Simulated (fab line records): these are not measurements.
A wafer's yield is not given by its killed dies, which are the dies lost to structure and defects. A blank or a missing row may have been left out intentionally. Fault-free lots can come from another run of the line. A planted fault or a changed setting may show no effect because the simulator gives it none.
fab line records ; flow sky130
record: lots: 6; wafers: 18; last_day: 50
route steps=708 shown SD_N@350 SD_P@359 RES_XHIGH@360 SALICIDE@361 LI_CONTACT@362 PAD_OPEN@708
lots with no fault: from the same line, run without faults
start_h: hours from the record's first day to the start of the lot's first wafer shown ; wait_h: hours from the lot's prior step to this one ; " repeats the value in the row above ; L1.1+2: several wafers, shown together as one row ; - value missing, or start not given ; * or withheld: withheld ; < > ~ a bound
route shown NAME@n: names a module that has steps shown in the file, with the first one's number in the route ; usual: average and standard deviation across the fault-free wafers ; same: alike in all rows ; chamber/n: place in a boat ; sites: the reading at each site ; _std_site: standard deviation of those values ; _edge_site: mean of outer sites minus mean of inner sites ; radius_mm: how far each site lies from the wafer's centre ; mask NAME#n: copy n ; behind: the last tool/chamber to shape the wafer ; hold: cause of the lot's hold/its duration in hours/its outcome ; device: whichever transistor did not switch (one of n, p or np) ; end of line: the tests these same wafers got at the end of their route ; where a step has no rows: the recipe by itself ; killed: the dies lost at the first sort to structure and to defects; this is not the yield of the wafer ; map: shows each die of a wafer: x if killed, . if not, _ if none is there
set.NAME: the setting as run; set.NAME@STEP: as run at that earlier step ; model.NAME: the simulator's own value behind a step, which no gauge read
certain route steps with their lots: each step a table, each wafer a row
services: when a tool's chamber went out of use (start_h, in hours from the record's first day, below 0 if earlier), for how many hours, and the reason
== steps ==
step: SKY_SD_N_OVL_MEAS_08
usual: SD_N_OVL: 0.9/1.3
lot.wafer;tool;chamber;start_h;wait_h;SD_N_OVL[nm]
L868.2;overlay-01;-;700.11;0.1;2.4
L868.4;overlay-01;-;700.11;0.1;1.8
L868.6;overlay-01;-;700.11;0.1;4.4
L869.2;overlay-02;-;705.52;0.1;2.4
L869.3;overlay-02;-;705.52;0.1;-0.2
L869.4;overlay-02;-;705.52;0.1;0.3
L874.2;overlay-02;-;756.27;0.1;2.7
L874.5;overlay-02;-;756.27;0.1;0.9
L874.6;overlay-02;-;756.27;0.1;0.9
L877.4;overlay-02;-;771.77;0.1;0.1
L877.5;overlay-02;-;771.77;0.1;-1.1
L877.6;overlay-02;-;771.77;0.1;-2.0
L883.1;overlay-01;-;814.90;0.1;2.0
L883.4;overlay-01;-;814.90;0.1;3.5
L883.5;overlay-01;-;814.90;0.1;3.0
L885.2;overlay-02;-;832.51;0.1;2.0
L885.5;overlay-02;-;832.51;0.1;2.1
L885.6;overlay-02;-;832.51;0.1;1.4
step: SKY_SD_N_IMPLANT_09
recipe: species: As; energy_kev: 50; dose_cm2: 4e+15; tilt_deg: 0
step: SKY_SD_N_IMPLANT_10
recipe: species: P; energy_kev: 20; dose_cm2: 1e+14; tilt_deg: 0
step: SKY_SD_N_STRIP_11
recipe: chemistry: O2/N2; power_w: 1400; pressure_mtorr: 1500; platen_temp_c: withheld; o2_flow_sccm: 3000; n2_flow_sccm: 300; overash_fraction: 0.5
usual: drypump_motor_current_A: 5.8/0.54; oes_product_au: 0.527/0.0041; strip_time_to_endpoint_s: 22.55/0.038
lot.wafer;tool;chamber;start_h;wait_h;drypump_motor_current_A;oes_product_au;rf_hours_counter_h;strip_time_to_endpoint_s
L868.2;plasma_asher-01;1;700.44;0.1;5.7;0.529;98;22.56
L868.4;plasma_asher-01;0;700.44;0.1;5.8;0.532;-;22.51
L868.6;plasma_asher-01;0;700.44;0.1;5.8;0.531;-;22.54
L869.2;plasma_asher-02;1;705.85;0.1;6.0;0.526;27;22.56
L869.3;plasma_asher-02;0;705.85;0.1;6.6;0.538;-;22.59
L869.4;plasma_asher-02;1;705.85;0.1;6.1;0.529;-;22.57
L874.2;plasma_asher-02;1;756.60;0.1;6.1;0.524;32;22.55
L874.5;plasma_asher-02;0;756.60;0.1;6.6;0.523;-;22.51
L874.6;plasma_asher-02;1;756.60;0.1;6.1;0.526;-;22.53
L877.4;plasma_asher-02;0;772.12;0.1;6.6;0.527;-;22.56
L877.5;plasma_asher-02;0;772.12;0.1;6.6;0.518;-;22.61
L877.6;plasma_asher-02;1;772.12;0.1;6.1;0.522;-;22.53
L883.1;plasma_asher-04;1;815.24;0.1;5.4;0.532;100;22.53
L883.4;plasma_asher-04;0;815.24;0.1;4.7;0.528;-;22.53
L883.5;plasma_asher-04;1;815.24;0.1;5.4;0.527;-;22.52
L885.2;plasma_asher-01;0;832.84;0.1;5.8;0.531;8;22.56
L885.5;plasma_asher-01;1;832.84;0.1;5.6;0.529;-;22.55
L885.6;plasma_asher-01;0;832.84;0.1;5.8;0.532;-;22.59
step: SKY_SD_N_TW_MEAS_12
usual: SD_N_TW: 3989/27
lot.wafer;tool;chamber;start_h;wait_h;SD_N_TW
L868.2;film_metro-03;-;700.55;0.1;4017
L868.4;film_metro-03;-;700.55;0.1;4010
L868.6;film_metro-03;-;700.55;0.1;3987
L869.2;film_metro-02;-;705.96;0.1;3940
L869.3;film_metro-02;-;705.96;0.1;3964
L869.4;film_metro-02;-;705.96;0.1;3975
L874.2;film_metro-02;-;756.71;0.1;3957
L874.5;film_metro-02;-;756.71;0.1;3991
L874.6;film_metro-02;-;756.71;0.1;3975
L877.4;film_metro-01;-;772.22;0.1;3971
L877.5;film_metro-01;-;772.22;0.1;3963
L877.6;film_metro-01;-;772.22;0.1;3931
L883.1;film_metro-03;-;815.34;0.1;3994
L883.4;film_metro-03;-;815.34;0.1;4011
L883.5;film_metro-03;-;815.34;0.1;4017
L885.2;film_metro-02;-;832.95;0.1;3989
L885.5;film_metro-02;-;832.95;0.1;3985
L885.6;film_metro-02;-;832.95;0.1;3988
step: SKY_SD_N_CLEAN_13
recipe: chemistry: SC1/SC2; mix: 1:4:20; temp_c: 70; time_s: 150; dry: n2_spin
step: SKY_SD_N_RTA_14
recipe: temp_c: 1075; time_s: 2; idle_temp_c: 650; ramp_up_c_per_s: 150; ramp_down_c_per_s: 90; ambient: N2
usual: lamp_power_pct: 15.74/0.052; wafer_temp_C_max: 1077.9/1.2
lot.wafer;tool;chamber;start_h;wait_h;lamp_power_pct;wafer_temp_C_max
L868.2;rtp_anneal-02;0;700.66;0.0;15.70;1079.3
L868.4;rtp_anneal-02;0;700.66;0.0;15.79;1077.5
L868.6;rtp_anneal-02;0;700.66;0.0;15.74;1078.7
L869.2;rtp_anneal-01;0;706.07;0.0;15.60;1076.2
L869.3;rtp_anneal-01;0;706.07;0.0;15.77;1076.4
L869.4;rtp_anneal-01;0;706.07;0.0;15.73;1078.3
L874.2;rtp_anneal-02;0;756.82;0.0;15.65;1076.3
L874.5;rtp_anneal-02;0;756.82;0.0;15.61;1078.0
L874.6;rtp_anneal-02;0;756.82;0.0;15.74;1078.0
L877.4;rtp_anneal-01;0;772.32;0.0;15.72;1077.4
L877.5;rtp_anneal-01;0;772.32;0.0;15.68;1079.7
L877.6;rtp_anneal-01;0;772.32;0.0;15.78;1079.5
L883.1;rtp_anneal-01;0;815.45;0.0;15.70;1079.6
L883.4;rtp_anneal-01;0;815.45;0.0;15.77;1075.8
L883.5;rtp_anneal-01;0;815.45;0.0;15.73;1079.5
L885.2;rtp_anneal-01;0;833.06;0.0;15.79;1078.8
L885.5;rtp_anneal-01;0;833.06;0.0;15.72;1077.7
L885.6;rtp_anneal-01;0;833.06;0.0;15.62;1078.8
step: SKY_SD_N_RS_MEAS_16
recipe: thk_meas_gauge: four-point-probe
usual: SD_N_RS: 68.62/0.11
lot.wafer;tool;chamber;start_h;wait_h;SD_N_RS[ohm/sq]
L868.2;film_metro-03;-;700.84;0.1;68.74
L868.4;film_metro-03;-;700.84;0.1;68.53
L868.6;film_metro-03;-;700.84;0.1;68.68
L869.2;film_metro-03;-;706.25;0.1;68.69
L869.3;film_metro-03;-;706.25;0.1;68.59
L869.4;film_metro-03;-;706.25;0.1;68.37
L874.2;film_metro-01;-;757.00;0.1;68.53
L874.5;film_metro-01;-;757.00;0.1;68.64
L874.6;film_metro-01;-;757.00;0.1;68.58
L877.4;film_metro-02;-;772.53;0.1;68.56
L877.5;film_metro-02;-;772.53;0.1;68.53
L877.6;film_metro-02;-;772.53;0.1;68.65
L883.1;film_metro-01;-;815.62;0.1;68.84
L883.4;film_metro-01;-;815.62;0.1;68.58
L883.5;film_metro-01;-;815.62;0.1;68.73
L885.2;film_metro-03;-;833.25;0.1;68.79
L885.5;film_metro-03;-;833.25;0.1;68.62
L885.6;film_metro-03;-;833.25;0.1;68.79
step: SKY_SD_N_RS_MEAS_17
recipe: thk_meas_gauge: four-point-probe
usual: SD_P_RS: 147.3/0.36
lot.wafer;tool;chamber;start_h;wait_h;SD_P_RS[ohm/sq]
L868.2;film_metro-03;-;700.96;0.1;147.1
L868.4;film_metro-03;-;700.96;0.1;147.1
L868.6;film_metro-03;-;700.96;0.1;147.1
L869.2;film_metro-03;-;706.37;0.1;147.2
L869.3;film_metro-03;-;706.37;0.1;146.9
L869.4;film_metro-03;-;706.37;0.1;147.0
L874.2;film_metro-01;-;757.12;0.1;147.3
L874.5;film_metro-01;-;757.12;0.1;147.3
L874.6;film_metro-01;-;757.12;0.1;146.5
L877.4;film_metro-02;-;772.65;0.1;147.0
L877.5;film_metro-02;-;772.65;0.1;147.4
L877.6;film_metro-02;-;772.65;0.1;147.1
L883.1;film_metro-01;-;815.74;0.1;147.7
L883.4;film_metro-01;-;815.74;0.1;147.8
L883.5;film_metro-01;-;815.74;0.1;147.8
L885.2;film_metro-03;-;833.37;0.1;148.2
L885.5;film_metro-03;-;833.37;0.1;147.7
L885.6;film_metro-03;-;833.37;0.1;148.0
step: SKY_SD_N_RS_MEAS_18
recipe: thk_meas_gauge: four-point-probe
usual: RES_XHIGH_RS: 333.3/1.3
lot.wafer;tool;chamber;start_h;wait_h;RES_XHIGH_RS[ohm/sq]
L868.2;film_metro-03;-;701.08;0.1;333.6
L868.4;film_metro-03;-;701.08;0.1;333.2
L868.6;film_metro-03;-;701.08;0.1;332.2
L869.2;film_metro-03;-;706.49;0.1;332.1
L869.3;film_metro-03;-;706.49;0.1;330.6
L869.4;film_metro-03;-;706.49;0.1;330.6
L874.2;film_metro-01;-;757.24;0.1;333.1
L874.5;film_metro-01;-;757.24;0.1;334.2
L874.6;film_metro-01;-;757.24;0.1;332.1
L877.4;film_metro-02;-;772.77;0.1;334.8
L877.5;film_metro-02;-;772.77;0.1;334.4
L877.6;film_metro-02;-;772.77;0.1;334.1
L883.1;film_metro-01;-;815.86;0.1;332.9
L883.4;film_metro-01;-;815.86;0.1;332.5
L883.5;film_metro-01;-;815.86;0.1;333.4
L885.2;film_metro-03;-;833.49;0.1;333.8
L885.5;film_metro-03;-;833.49;0.1;334.4
L885.6;film_metro-03;-;833.49;0.1;334.4
step: SKY_SALICIDE_CLEAN_00
recipe: chemistry: HF-last; time_s: 30; dilution: 100:1; dry: ipa_marangoni
step: SKY_LI_CONTACT_HDPCVD_00
recipe: material: PSG; target_thk_nm: 930; sigma_open_frac: 0.3; time_s: 155; temp_c: 600; sih4_flow_sccm: 60; pressure_mtorr: 6
usual: run_length_s: 183.0/0.48
lot.wafer;tool;chamber;start_h;wait_h;run_length_s;model.PSG_of_LI_CONTACT_HDPCVD_00.thk_nm
L868.2;hdpcvd-02;1;701.20;0.0;183.6;953.6
L868.4;hdpcvd-02;2;701.20;0.0;183.5;936.4
L868.6;hdpcvd-02;1;701.20;0.0;183.2;955.7
L869.2;hdpcvd-02;1;706.61;0.0;182.9;941.1
L869.3;hdpcvd-02;2;706.61;0.0;183.6;919.2
L869.4;hdpcvd-02;2;706.61;0.0;183.2;918.8
L874.2;hdpcvd-02;2;757.36;0.0;183.1;927.3
L874.5;hdpcvd-02;1;757.36;0.0;183.6;941.7
L874.6;hdpcvd-02;0;757.36;0.0;211.2;1105
L877.4;hdpcvd-02;0;772.90;0.1;211.7;1097
L877.5;hdpcvd-02;2;772.90;0.1;183.5;925.4
L877.6;hdpcvd-02;1;772.90;0.1;182.9;929.8
L883.1;hdpcvd-01;1;816.00;0.0;182.9;938.8
L883.4;hdpcvd-01;0;816.00;0.0;182.2;935.2
L883.5;hdpcvd-01;2;816.00;0.0;183.1;932.6
L885.2;hdpcvd-01;1;833.60;0.0;182.7;949.4
L885.5;hdpcvd-01;1;833.60;0.0;183.0;958.8
L885.6;hdpcvd-01;2;833.60;0.0;182.8;960.1
step: SKY_LI_CONTACT_THK_MEAS_01
recipe: reads: PSG_of_LI_CONTACT_HDPCVD_00
usual: LI_CONTACT_HDPCVD_THK: 934/10
lot.wafer;tool;chamber;start_h;wait_h;LI_CONTACT_HDPCVD_THK[nm]
L868.2;film_metro-02;-;701.31;0.1;954
L868.4;film_metro-02;-;701.31;0.1;937
L868.6;film_metro-02;-;701.31;0.1;956
L869.2;film_metro-01;-;706.72;0.1;941
L869.3;film_metro-01;-;706.72;0.1;919
L869.4;film_metro-01;-;706.72;0.1;918
L874.2;film_metro-01;-;757.47;0.1;927
L874.5;film_metro-01;-;757.47;0.1;942
L874.6;film_metro-01;-;757.47;0.1;1105
L877.4;film_metro-03;-;772.98;0.0;1097
L877.5;film_metro-03;-;772.98;0.0;925
L877.6;film_metro-03;-;772.98;0.0;930
L883.1;film_metro-03;-;816.10;0.1;939
L883.4;film_metro-03;-;816.10;0.1;936
L883.5;film_metro-03;-;816.10;0.1;933
L885.2;film_metro-03;-;833.72;0.1;949
L885.5;film_metro-03;-;833.72;0.1;959
L885.6;film_metro-03;-;833.72;0.1;961
step: SKY_LI_CONTACT_CMP_02
recipe: material: PSG; down_force_psi: 4; platen_rpm: 60; pad_velocity_m_s: 0.94248
usual: motor_current_A: 12.6/1.2; time_to_endpoint_s: 32.5/2.4
lot.wafer;tool;chamber;start_h;wait_h;motor_current_A;time_to_endpoint_s
L868.2;cmp-02;1;701.46;0.1;13.4;36.6
L868.4;cmp-02;2;701.46;0.1;13.1;36.0
L868.6;cmp-02;3;701.46;0.1;12.6;37.4
L869.4;cmp-01;3;706.77;0.0;13.6;33.4
L869.2;cmp-01;0;706.77;0.0;12.3;32.6
L869.3;cmp-01;1;706.77;0.0;12.2;27.1
L874.2;cmp-02;2;757.67;0.2;13.0;33.1
L874.5;cmp-02;3;757.67;0.2;12.0;34.6
L874.6;cmp-02;0;757.67;0.2;10.8;49.0
L877.4;cmp-01;0;773.16;0.2;11.7;50.7
L877.5;cmp-01;1;773.16;0.2;12.1;30.7
L877.6;cmp-01;2;773.16;0.2;15.2;34.6
L883.1;cmp-02;3;816.33;0.2;12.0;35.2
L883.4;cmp-02;1;816.33;0.2;13.7;35.9
L883.5;cmp-02;0;816.33;0.2;10.9;33.7
L885.2;cmp-01;3;833.77;0.0;13.3;31.7
L885.5;cmp-01;3;833.77;0.0;13.3;32.8
L885.6;cmp-01;0;833.77;0.0;12.1;35.2
step: SKY_LI_CONTACT_BOW_MEAS_03
recipe: mode: bow
usual: LI_CONTACT_BOW: 54/6.1
lot.wafer;tool;chamber;start_h;wait_h;LI_CONTACT_BOW[um]
L868.2;film_metro-01;-;701.68;0.2;60
L868.4;film_metro-01;-;701.68;0.2;64
L868.6;film_metro-01;-;701.68;0.2;60
L869.2;film_metro-01;-;707.10;0.2;51
L869.3;film_metro-01;-;707.10;0.2;52
L869.4;film_metro-01;-;707.10;0.2;49
L874.2;film_metro-01;-;757.84;0.1;55
L874.5;film_metro-01;-;757.84;0.1;53
L874.6;film_metro-01;-;757.84;0.1;64
L877.4;film_metro-02;-;773.37;0.2;56
L877.5;film_metro-02;-;773.37;0.2;62
L877.6;film_metro-02;-;773.37;0.2;50
L883.1;film_metro-03;-;816.63;0.2;59
L883.4;film_metro-03;-;816.63;0.2;49
L883.5;film_metro-03;-;816.63;0.2;59
L885.2;film_metro-02;-;834.12;0.3;58
L885.5;film_metro-02;-;834.12;0.3;45
L885.6;film_metro-02;-;834.12;0.3;59
step: SKY_PAD_OPEN_PROBE_99
usual: killed_at_M0_to_M3: 42/7.6; killed_at_M4_up: 2.9/1.7; killed_at_contacts: 24/5.1; killed_at_front_end: 15/4; killed_at_other: 0.2/0.38; killed_dies: 84/9.9; killed_open: 46/7.2; killed_short: 38/6.6
same: gross_dies: 492; killed_at_back_side: 0
lot.wafer;tool;chamber;start_h;wait_h;killed_at_M0_to_M3;killed_at_M4_up;killed_at_contacts;killed_at_front_end;killed_at_other;killed_dies;killed_open;killed_short
L869.2;prober-01;-;1120.35;0.1;39;5;18;8;1;71;36;35
L869.3;prober-01;-;1120.40;0.2;31;1;19;13;0;64;31;33
L869.4;prober-01;-;1120.45;0.2;46;4;20;13;0;83;43;40
L885.2;prober-01;-;1203.91;0.1;50;0;21;13;0;84;46;38
L885.5;prober-01;-;1204.06;0.2;33;2;26;11;0;72;40;32
L885.6;prober-01;-;1204.11;0.2;43;4;17;12;0;76;36;40
killed by level:class
L869.2 VIA1:geometric_particle:open=11 METAL1:geometric_particle:short=7 LI_CONTACT:geometric_particle:open=5 LOCAL_INTERCONNECT:geometric_particle:short=4 CONTACT:geometric_particle:open=4 METAL3:geometric_particle:short=4 FIELD_ISO:geometric_particle:short=3 LOCAL_INTERCONNECT:geometric_particle:open=3
L869.3 LI_CONTACT:geometric_particle:open=7 CONTACT:geometric_particle:short=6 CONTACT:geometric_particle:open=5 VIA2:geometric_particle:short=5 METAL1:geometric_particle:short=4 VIA2:geometric_particle:open=4 VIA3:geometric_particle:open=4 FIELD_ISO:geometric_particle:short=3
L869.4 VIA1:geometric_particle:open=11 METAL1:geometric_particle:short=8 CONTACT:geometric_particle:open=6 VIA1:geometric_particle:short=6 LI_CONTACT:geometric_particle:open=5 METAL2:geometric_particle:short=5 FIELD_ISO:geometric_particle:open=4 CONTACT:geometric_particle:short=4
L885.2 VIA1:geometric_particle:open=15 METAL1:geometric_particle:short=8 LI_CONTACT:geometric_particle:open=6 METAL2:geometric_particle:short=6 VIA2:geometric_particle:open=6 FIELD_ISO:geometric_particle:open=5 LOCAL_INTERCONNECT:geometric_particle:short=5 VIA3:geometric_particle:open=5
L885.5 VIA1:geometric_particle:open=8 LI_CONTACT:geometric_particle:open=7 CONTACT:geometric_particle:open=7 LOCAL_INTERCONNECT:geometric_particle:short=6 VIA2:geometric_particle:open=5 VIA3:geometric_particle:open=5 POLY_GATE:geometric_particle:open=4 POLY_GATE:geometric_particle:short=4
L885.6 VIA1:geometric_particle:open=10 METAL1:geometric_particle:short=7 LI_CONTACT:geometric_particle:open=6 VIA1:geometric_particle:short=6 VIA2:geometric_particle:short=6 CONTACT:geometric_particle:open=5 LOCAL_INTERCONNECT:geometric_particle:short=4 METAL2:geometric_particle:short=4
== services ==
tool;chamber;start_h;hours;kind
plasma_asher-04;-;676.84;2.6;repair
hdpcvd-01;2;683.91;4.5;repair
plasma_asher-02;-;686.47;2.8;pm
cmp-01;-;694.52;0.4;repair
hdpcvd-01;-;706.58;8.3;repair
hdpcvd-02;-;707.03;0.7;repair
cmp-01;-;733.63;9.0;pm
plasma_asher-01;-;733.75;9.0;pm
plasma_asher-01;0;733.75;9.0;vent_cycle
plasma_asher-01;1;733.75;9.0;vent_cycle
plasma_asher-01;0;742.75;-;clean
plasma_asher-01;1;742.75;-;clean
cmp-01;-;744.00;4.0;pm
cmp-01;-;748.00;-;consumable_replace:conditioner
cmp-01;-;748.00;-;consumable_replace:pad
cmp-01;-;750.34;0.9;repair
cmp-01;-;751.35;20.8;repair
hdpcvd-01;0;782.47;5.4;repair
cmp-01;-;782.50;1.8;repair
hdpcvd-02;0;783.30;6.0;repair
cmp-02;-;796.42;4.6;repair
cmp-02;-;824.73;0.3;repair
hdpcvd-01;-;828.02;5.5;pm
cmp-02;-;828.86;4.7;pm
== key ==
first_sign: step: SKY_LI_CONTACT_HDPCVD_00; reading: run_length_s; direction: up; sigmas: 59; usual: *; struck: *
effect: step: SKY_LI_CONTACT_THK_MEAS_01; reading: LI_CONTACT_HDPCVD_THK; direction: up; sigmas: 16; usual: 934; struck: 1101
effect: step: SKY_LI_CONTACT_CMP_02; reading: time_to_endpoint_s; direction: up; sigmas: 7.2; usual: *; struck: *
model_effect: step: SKY_LI_CONTACT_HDPCVD_00; value: PSG_of_LI_CONTACT_HDPCVD_00.thk_nm; without: 932.5; struck: 1101
met_at SKY_LI_CONTACT_HDPCVD_00
struck_wafers L874.6,L877.4
tester_left_out L874,L877
fault: kind: process_parameter_drift; tool: hdpcvd-02; chamber: 0; onset_h: 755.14; steps: SKY_LI_CONTACT_HDPCVD_00; channel: time_s; offset: *; shape: step; end_h: 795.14; acts_in: *; stated: *
tester_left_out: of these lots the tester's yield and bins aren't shown, on N5 and GAA mostly nor the transistor test; their killed dies are dies lost to structure and defects alone, not to doping, threshold or leakage, so they don't give the yield
